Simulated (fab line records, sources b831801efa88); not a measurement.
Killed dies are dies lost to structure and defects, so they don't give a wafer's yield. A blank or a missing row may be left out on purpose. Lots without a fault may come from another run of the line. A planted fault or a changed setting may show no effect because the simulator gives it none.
One fault seen from 2 desks | flow gf180mcu | each desk has only its own numbers; what lay behind them comes last

THE TOOL OWNER'S DESK: lpcvd-01
The tool's own readings at GF_POLY_GATE_CVD_00 (deposits poly-Si, target thk 200 nm, time 1200 s): means of the sampled wafers that have a number, for each lot that ran on this tool. A lot is out of limits, marked OUT, if its mean lies more than 4 standard deviations from the usual mean; the brackets give that distance.
Columns: A = spike_tc_top_C at GF_POLY_GATE_CVD_00, usual 640.3 C
lot  | first seen here | A
L604 | day 8 11:25     | 640.0
L606 | day 8 23:28     | 638.4
L609 | day 9 22:27     | 637.9
L617 | day 12 07:44    | 638.3
L618 | day 12 10:41    | 641.5
This desk's finding: nothing out of limits on any of the 5 lots.

THE METROLOGY DESK
What the gauges read, lot by lot, whatever tool the lot ran on: means of the sampled wafers that have a number. A lot is out of limits, marked OUT, if its mean lies more than 4 standard deviations from the usual mean; the brackets give that distance.
Columns: A = VT_IMPLANT_01_OVL at GF_VT_IMPLANT_OVL_MEAS_18, usual -0.6 nm; B = POLY_GATE_CVD_00_THK at GF_POLY_GATE_THK_MEAS_01, usual 200.3 nm; C = HV_LDD_3_TW at GF_HV_LDD_TW_MEAS_38, usual 1425; D = SAB_OVL at GF_SAB_OVL_MEAS_10, usual 0.2 nm
lot  | first seen here | A    | B     | C    | D
L604 | day 6 07:09     | 0.2  | 196.9 | 1412 | 2.0
L605 | day 6 11:56     | -2.7 | 201.3 | 1413 | -1.3
L606 | day 6 17:24     | -0.6 | 199.4 | 1407 | 0.5
L607 | day 6 23:21     | 0.5  | 200.3 | 1442 | 0.1
L608 | day 7 06:27     | 0.9  | 200.9 | 1405 | -0.5
L609 | day 7 14:20     | -2.0 | 200.3 | 1410 | -1.5
L616 | day 9 12:15     | -0.4 | 201.6 | 1437 | 1.4
L617 | day 9 17:55     | -0.5 | 205.8 | 1443 | 0.0
L618 | day 9 21:22     | -2.4 | 204.6 | 1401 | 1.2
L620 | day 10 14:56    | 0.7  | 201.4 | 1413 | 0.5
L622 | day 11 03:15    | 0.5  | 203.1 | 1410 | -0.5
L623 | day 11 09:31    | -1.9 | 200.4 | 1416 | -1.2
L624 | day 11 16:26    | 0.4  | 202.1 | 1412 | 1.3
L626 | day 12 03:34    | -1.2 | 199.4 | 1442 | 1.0
This desk's finding: nothing out of limits on any of the 14 lots.

PUT TOGETHER
The tool owner's desk saw nothing out of limits.
The metrology desk saw nothing out of limits.

WHAT THE SIMULATOR HAD PUT IN
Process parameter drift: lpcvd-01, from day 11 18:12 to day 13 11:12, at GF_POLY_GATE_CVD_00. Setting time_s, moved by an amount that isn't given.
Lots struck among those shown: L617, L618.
